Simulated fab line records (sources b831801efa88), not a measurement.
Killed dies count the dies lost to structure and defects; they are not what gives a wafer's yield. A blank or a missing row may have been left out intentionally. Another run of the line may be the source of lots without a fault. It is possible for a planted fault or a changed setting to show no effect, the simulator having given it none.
Lot-split experiment | flow sky130 | 23 wafers read across 5 lots, on a route 708 steps long

SPLIT DETAILS
At SKY_LOCAL_INTERCONNECT_EXPOSE_08 (exposes mask LI1M, target cd 170 nm), the setting doseMj was moved away from the recipe's 28 on 6 of the 23 wafers read, by -4.9% to +7.1%. The other wafers ran this setting at the recipe's value.

FROM THE SPLIT TO THE READING: what the file shows between them, 2 steps
- SKY_LOCAL_INTERCONNECT_PEB_09
- SKY_LOCAL_INTERCONNECT_DEVELOP_10: develop time 60 s

THE READING
cdNm at SKY_LOCAL_INTERCONNECT_CD_MEAS_11, given in nm (cd target 170 nm). On this fab line, fault-free wafers typically give 169.3 nm with a standard deviation of 1.3 nm.

wafer  | tool, chamber at the split | doseMj as run | against the recipe | cdNm, nm | against lot-mates on the recipe
L074.1 | krfScanner-01, 0           | 28            | recipe             | 168.0    | -
L074.3 | krfScanner-01, 0           | 29.98         | +7.1%              | 154.4    | -13.4
L074.4 | krfScanner-01, 0           | 29.98         | +7.1%              | 153.0    | -14.8
L074.5 | krfScanner-01, 0           | 28            | recipe             | 167.7    | -
L074.6 | krfScanner-01, 0           | 28            | recipe             | 167.7    | -
L079.4 | krfScanner-01, 0           | 28            | recipe             | 168.4    | -
L079.5 | krfScanner-01, 0           | 28            | recipe             | 168.8    | -
L079.6 | krfScanner-01, 0           | 28            | recipe             | 170.2    | -
L082.1 | krfScanner-02, 0           | 28            | recipe             | 168.9    | -
L082.2 | krfScanner-02, 0           | 28            | recipe             | 168.8    | -
L082.4 | krfScanner-02, 0           | 28            | recipe             | 168.5    | -
L082.5 | krfScanner-02, 0           | 28            | recipe             | 170.3    | -
L082.6 | krfScanner-02, 0           | 28            | recipe             | 169.2    | -
L083.1 | krfScanner-01, 0           | 28            | recipe             | 169.1    | -
L083.2 | krfScanner-01, 0           | 28            | recipe             | 169.8    | -
L083.3 | krfScanner-01, 0           | 28.59         | +2.1%              | 166.2    | -4.0
L083.4 | krfScanner-01, 0           | 28            | recipe             | 171.7    | -
L083.5 | krfScanner-01, 0           | 28.59         | +2.1%              | 167.1    | -3.1
L084.1 | krfScanner-02, 0           | 28            | recipe             | 168.5    | -
L084.2 | krfScanner-02, 0           | 26.64         | -4.9%              | 178.3    | +9.4
L084.3 | krfScanner-02, 0           | 26.64         | -4.9%              | 179.6    | +10.7
L084.5 | krfScanner-02, 0           | 28            | recipe             | 168.9    | -
L084.6 | krfScanner-02, 0           | 28            | recipe             | 169.3    | -

THE FIT
A straight line over all 23 wafers: cdNm changes by -2.08 nm for each +1% of doseMj; r = -0.98; the points scatter about the line by 1.1 nm.
The same after taking each lot's own level away (the mean of its wafers on the recipe; 23 wafers): -2 nm for each +1%; r = -0.99; scatter 0.72 nm.
Per that fit: largest doseMj move, reading shift of 14 nm.
The span of the lots' own levels, 167.80 to 170.20 nm, comes to 1.8 times the standard deviation stated above.
So the lot-to-lot level changes the slope little: the two slopes agree.
Check: with one of the wafers moved furthest among these (+7.1%) left out of the fit, the line predicts -14.4 nm for it against its lot-mates. Against them it came out at -13.4 nm.

OTHER SPLITS ON THESE WAFERS
These wafers also went through other splits before the reading. Each is held against what the fit with the lots' levels taken away leaves over:
other split on the same wafers | wafers away from the commonest value | r with cdNm (lot level and that fit taken away)
SKY_LI_CONTACT_CVD_21 tempC    | 5                                    | -0.10

THE WHOLE CHAIN: every reading that the file lists as answering this split, in the file's order
step                              | what it does                                                         | reading                                                                  | change (the file's fit)              | r (the file's)
SKY_LOCAL_INTERCONNECT_CD_MEAS_11 | target cd 170 nm                                                     | cdNm                                                                     | -2 nm for each +1% of the setting    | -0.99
SKY_LOCAL_INTERCONNECT_ETCH_13    | etches BARC in N2/H2, stops on SiO2, time 45.9 s, target depth 60 nm | LOCAL_INTERCONNECT.cdNm (the simulator's own value, which no gauge read) | -2.12 nm for each +1% of the setting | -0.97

FILE'S OWN FIT
cdNm changes by -2 nm for each +1% of doseMj, r = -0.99.
